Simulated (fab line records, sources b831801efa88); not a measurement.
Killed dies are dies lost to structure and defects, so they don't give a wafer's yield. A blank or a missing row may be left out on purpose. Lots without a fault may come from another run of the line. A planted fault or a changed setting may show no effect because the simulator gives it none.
A struck lot beside a sound one | flow sky130 | 18 steps out of a route of 708
Sound: wafers L544.1, L544.2, L544.4. Struck: wafers L537.1, L537.2, L537.6. The cause comes at the end.
At each step with rows: each side's tool, then ch and its chambers, then its first start. Under that, the readings that differ: sound wafers | struck wafers | difference of the means | sigmas: that difference in standard deviations of wafers without a fault.
alike: readings whose means differ by less than 2 such deviations, and words and numbers that are the same on both sides. not compared: withheld readings, readings that some wafer has no value for, bounds like >300 that may hide the same value, and numbers for which the record gives no deviation and whose values overlap.
The two part at a step that has a row with sigmas, a row that says differs or no value, or rows on one side only. Numbers that don't overlap but have no deviation are shown without sigmas and don't part them. A reading that every wafer of one side lacks parts them only if that side has two wafers or more.

SKY_LDD_HVP_OVL_MEAS_07:
  sound on overlay-01, day 28 17:17; struck on overlay-02, day 25 22:41
  alike: LDD_HVP_OVL
then, 1 step without rows for these wafers: SKY_LDD_HVP_IMPLANT_08.
SKY_LDD_HVP_STRIP_09: strips in O2/N2.
  sound on plasma_asher-02 ch 0,1, day 28 17:28; struck on plasma_asher-01 ch 0,1, day 25 22:55
  alike: drypump_motor_current_A, n2_flow_sccm, oes_product_au, strip_time_to_endpoint_s
  not compared: rf_hours_counter_h
SKY_LDD_HVP_TW_MEAS_10:
  sound on film_metro-03, day 28 17:34; struck on film_metro-02, day 25 23:01
  alike: LDD_HVP_TW
then, 7 steps without rows for these wafers: SKY_LDD_LDN_DEHYDRATE_00 (time 60 s); SKY_LDD_LDN_HMDS_01 (prime time 60 s); SKY_LDD_LDN_COAT_02 (resist thk 1140 nm); SKY_LDD_LDN_SOFTBAKE_03 (time 60 s); SKY_LDD_LDN_EXPOSE_04 (exposes mask LDNTM, target cd 700 nm); SKY_LDD_LDN_PEB_05; SKY_LDD_LDN_DEVELOP_06 (develop time 60 s).
SKY_LDD_LDN_OVL_MEAS_07:
  sound on overlay-01, day 29 21:41; struck on overlay-01, day 27 03:08
  alike: LDD_LDN_OVL
SKY_LDD_LDN_IMPLANT_08:
  sound on implanter-04 ch 0, day 29 21:44; struck on implanter-04, day 27 03:10
  no value came back on the struck wafers for beam_energy_keV, beam_on_s (s); on the sound wafers beam_energy_keV reads 15.002 15.004 15.009
then, 3 steps without rows for these wafers: SKY_LDD_LDN_IMPLANT_09; SKY_LDD_LDN_IMPLANT_10; SKY_LDD_LDN_IMPLANT_11.
SKY_LDD_LDN_STRIP_12: strips in O2/N2.
  sound on plasma_asher-01 ch 0,1, day 29 22:20; struck on plasma_asher-03 ch 0,1, day 27 03:46
  alike: drypump_motor_current_A, n2_flow_sccm, oes_product_au, strip_time_to_endpoint_s
  not compared: rf_hours_counter_h
SKY_LDD_LDN_TW_MEAS_13:
  sound on film_metro-04, day 29 22:26; struck on film_metro-02, day 27 04:05
  reading    | sound          | struck         | difference | sigmas
  LDD_LDN_TW | 1487 1485 1488 | 1370 1366 1363 | -120       | -8
  not compared: hold

WHERE THEY PART
First at SKY_LDD_LDN_IMPLANT_08; last, within this record, at SKY_LDD_LDN_TW_MEAS_13.

WHY: what the simulator had put in
Skipped step whole: implanter-04, from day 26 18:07 on, at SKY_LDD_LDN_IMPLANT_08. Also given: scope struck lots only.
